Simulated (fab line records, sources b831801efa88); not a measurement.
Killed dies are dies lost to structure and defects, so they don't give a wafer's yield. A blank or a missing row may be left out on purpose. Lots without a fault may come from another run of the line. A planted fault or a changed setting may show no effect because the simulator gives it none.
A struck lot beside a sound one | flow gf180mcu | 20 steps out of a route of 602
Sound: wafers L895.4, L895.5, L895.6. Struck: wafers L912.1, L912.3, L912.5. The cause comes at the end.
At each step with rows: each side's tool, then ch and its chambers, then its first start. Under that, the readings that differ: sound wafers | struck wafers | difference of the means | sigmas: that difference in standard deviations of wafers without a fault.
alike: readings whose means differ by less than 2 such deviations, and words and numbers that are the same on both sides. not compared: withheld readings, readings that some wafer has no value for, bounds like >300 that may hide the same value, and numbers for which the record gives no deviation and whose values overlap.
The two part at a step that has a row with sigmas, a row that says differs or no value, or rows on one side only. Numbers that don't overlap but have no deviation are shown without sigmas and don't part them. A reading that every wafer of one side lacks parts them only if that side has two wafers or more.

first, 3 steps without rows for these wafers: GF_MIM_EXPOSE_16 (exposes mask FuseTop, target cd 2000 nm); GF_MIM_PEB_17; GF_MIM_DEVELOP_18 (develop time 60 s).
GF_MIM_METAL_ETCH_19: etches the open film in Cl2/BCl3, stops on Si3N4, target depth 324.5 nm, time 54.1 s.
  sound on rie_metal-04 ch 0, day 26 03:23; struck on rie_metal-01 ch 0, day 30 20:03
  reading                     | sound       | struck      | difference | sigmas
  drypump_motor_current_A (A) | 6.7 6.6 6.7 | 5.6 5.6 5.6 | -1.1       | -2
  alike: oes_product_au, throttle_valve_pct
  not compared: rf_hours_counter_h
GF_MIM_STRIP_20: strips in O2/N2.
  sound on plasma_asher-03 ch 0,1, day 26 03:29; struck on plasma_asher-03 ch 0,1, day 30 20:07
  alike: drypump_motor_current_A, heater_power_w, oes_product_au, strip_time_to_endpoint_s
  not compared: rf_hours_counter_h
then, 7 steps without rows for these wafers: GF_MIM_STRIP_21 (strips in post etch residue remover, time 1200 s); GF_MIM_CLEAN_22 (cleans in DIW); GF_M5_DEHYDRATE_00 (time 60 s); GF_M5_HMDS_01 (prime time 60 s); GF_M5_COAT_02 (resist thk 1000 nm); GF_M5_SOFTBAKE_03 (time 60 s); GF_M5_EXPOSE_04 (exposes mask Metal5, target cd 280 nm).
GF_M5_PEB_05: peb time 90 s.
  sound on litho_track-01 ch 0, day 27 00:33; struck on litho_track-03 ch 0, day 31 13:34
  reading                  | sound                | struck               | difference | sigmas
  chill_plate_temp_C (C)   | 23.10 23.15 22.99    | 22.88 22.72 22.91    | -0.24      | -2
  heater_power_total_W (W) | 85.84 85.75 85.76    | 101.26 101.41 101.20 | +15.51     | +99 or more
  plate_temp_C (C)         | 135.01 134.97 134.87 | 154.05 154.15 154.27 | +19.21     | +99 or more
then, 1 step without rows for these wafers: GF_M5_DEVELOP_06 (develop time 60 s).
GF_M5_CD_MEAS_07: target cd 280 nm.
  sound on cd_sem-01, day 27 00:52; struck on cd_sem-02, day 31 13:55
  reading    | sound             | struck            | difference | sigmas
  cd_nm (nm) | 279.4 279.1 280.3 | 257.1 257.6 257.1 | -22.3      | -22
GF_M5_OVL_MEAS_08:
  sound on overlay-01, day 27 00:56; struck on overlay-02, day 31 14:02
  reading     | sound     | struck | difference | sigmas
  M5_OVL (nm) | -8 -8 -11 | 6 3 9  | +15        | +3
GF_M5_ETCH_09: etches Si3N4 in CF4/O2, target depth 52 nm, time 11.6 s.
  sound on rie_diel-03 ch 1,2, day 27 00:57; struck on rie_diel-02 ch 0,2,3, day 31 14:05
  reading             | sound             | struck            | difference | sigmas
  model.M5.cd_nm (nm) | 279.8 279.5 279.8 | 256.3 258.1 257.2 | -22.5      |
  alike: O2_flow_sccm, drypump_motor_current_A, oes_product_au, throttle_valve_pct
  not compared: rf_hours_counter_h
GF_M5_METAL_ETCH_10: etches the open film in Cl2/BCl3, stops on SiO2, target depth 627.5 nm, time 104.6 s.
  sound on rie_metal-01 ch 0,1, day 27 01:01; struck on rie_metal-04 ch 0,1, day 31 14:06
  reading             | sound             | struck          | difference | sigmas
  model.M5.cd_nm (nm) | 282.1 282.5 284.4 | 261.2 260.8 261 | -22.0      |
  alike: drypump_motor_current_A, oes_product_au, throttle_valve_pct
  not compared: rf_hours_counter_h
GF_M5_STRIP_11: strips in O2/N2.
  sound on plasma_asher-01 ch 0,1, day 27 01:07; struck on plasma_asher-03 ch 1, day 31 14:13
  reading               | sound             | struck            | difference | sigmas
  oes_product_au (a.u.) | 0.536 0.541 0.533 | 0.550 0.544 0.553 | +0.012     | +3
  alike: drypump_motor_current_A, heater_power_w, strip_time_to_endpoint_s
  not compared: rf_hours_counter_h
-- the record jumps here: 2 days lie between the struck wafers' starts before and after (it left off in module M5 and takes up again in module PASSIVATION, whose first step shown is number 602 of the route) --
GF_PASSIVATION_PROBE_99:
  the record has rows for the struck wafers here (prober-02, day 33 19:58) and none for the sound ones

WHERE THEY PART
First at GF_MIM_METAL_ETCH_19; last, within this record, at GF_PASSIVATION_PROBE_99.

WHY: what the simulator had put in
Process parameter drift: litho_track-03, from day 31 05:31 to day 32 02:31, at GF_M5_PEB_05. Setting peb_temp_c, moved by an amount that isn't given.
